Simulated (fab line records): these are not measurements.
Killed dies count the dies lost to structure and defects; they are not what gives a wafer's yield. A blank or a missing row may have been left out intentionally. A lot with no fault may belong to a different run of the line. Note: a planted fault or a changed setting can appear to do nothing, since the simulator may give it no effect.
Which tool is to blame? -- flow gf180mcu -- 6 lots, 18 wafers sampled, at 3 steps of a route of 602

== WHAT THE GAUGES SHOWED, per wafer ==
GF_VT_IMPLANT_TW_MEAS_32.
lot,measured,on,VT_IMPLANT_3_TW
L307,day 7 16:25,film_metro-04,271.6 274.1 273.7
L311,day 8 12:39,film_metro-04,273.7 273.3 275.8
L314,day 9 15:40,film_metro-02,268.6 268.5 266.9
L319,day 10 20:19,film_metro-02,271.3 270.7 271.3
L323,day 11 18:16,film_metro-02,270.6 270.8 271.0
L327,day 12 23:16,film_metro-03,252.3 253.5 254.3 253.5 254.0 253.7

== WHICH TOOL RAN EACH LOT (tool, then ch and the chambers of the sampled wafers, then the start) ==
lot,GF_STI_CMP_25,GF_VT_IMPLANT_IMPLANT_30
L307,"cmp-02 ch 1,2,3, day 2 18:51","implanter-01 ch 0, day 7 16:11"
L311,"cmp-02 ch 0,1,2, day 3 12:10","implanter-04 ch 0, day 8 12:24"
L314,"cmp-01 ch 0,1,3, day 4 08:17","implanter-02 ch 0, day 9 15:25"
L319,"cmp-01 ch 0,1, day 5 06:50","implanter-01 ch 0, day 10 20:06"
L323,"cmp-01 ch 0,1,2, day 5 23:35","implanter-01 ch 0, day 11 18:01"
L327,"cmp-02 ch 0,1,3, day 6 21:29","implanter-04 ch 0, day 12 23:01"
- GF_STI_CMP_25: polishes, stops on Si3N4, t overpolish 33 s, target thk 524.6 nm.
- GF_VT_IMPLANT_IMPLANT_30

== THE ANSWER, worked out from the rows above alone ==
Rule: the usual values come from the lots themselves. The widest of any qualifying gaps counts: lots, ordered by their means at a reading, are off when they make up no more than a third of the lots, leave a main group of 4 or more, and stand apart from it by 3 or more times the standard deviation of that group's means. If all means in a main group match to the digits the tables above print for the reading, that group is not used. A lot without any number at a reading at which 4 lots or more have one is off too. The other lots that the step has rows for count as sound.
Off: L327, at GF_VT_IMPLANT_TW_MEAS_32 (VT_IMPLANT_3_TW). Mean 271.5 and standard deviation 2.2 in the main group.
A tool fits if, at a process step before that reading, it ran every lot that is off, and no sound lot after the first of them. Gauges at GF_VT_IMPLANT_TW_MEAS_32: tried the same way as those tools. Can't be told from this: 3 tools fit, cmp-02 at GF_STI_CMP_25, implanter-04 at GF_VT_IMPLANT_IMPLANT_30, film_metro-03 at GF_VT_IMPLANT_TW_MEAS_32.

== WHAT THE SIMULATOR HAD INSERTED ==
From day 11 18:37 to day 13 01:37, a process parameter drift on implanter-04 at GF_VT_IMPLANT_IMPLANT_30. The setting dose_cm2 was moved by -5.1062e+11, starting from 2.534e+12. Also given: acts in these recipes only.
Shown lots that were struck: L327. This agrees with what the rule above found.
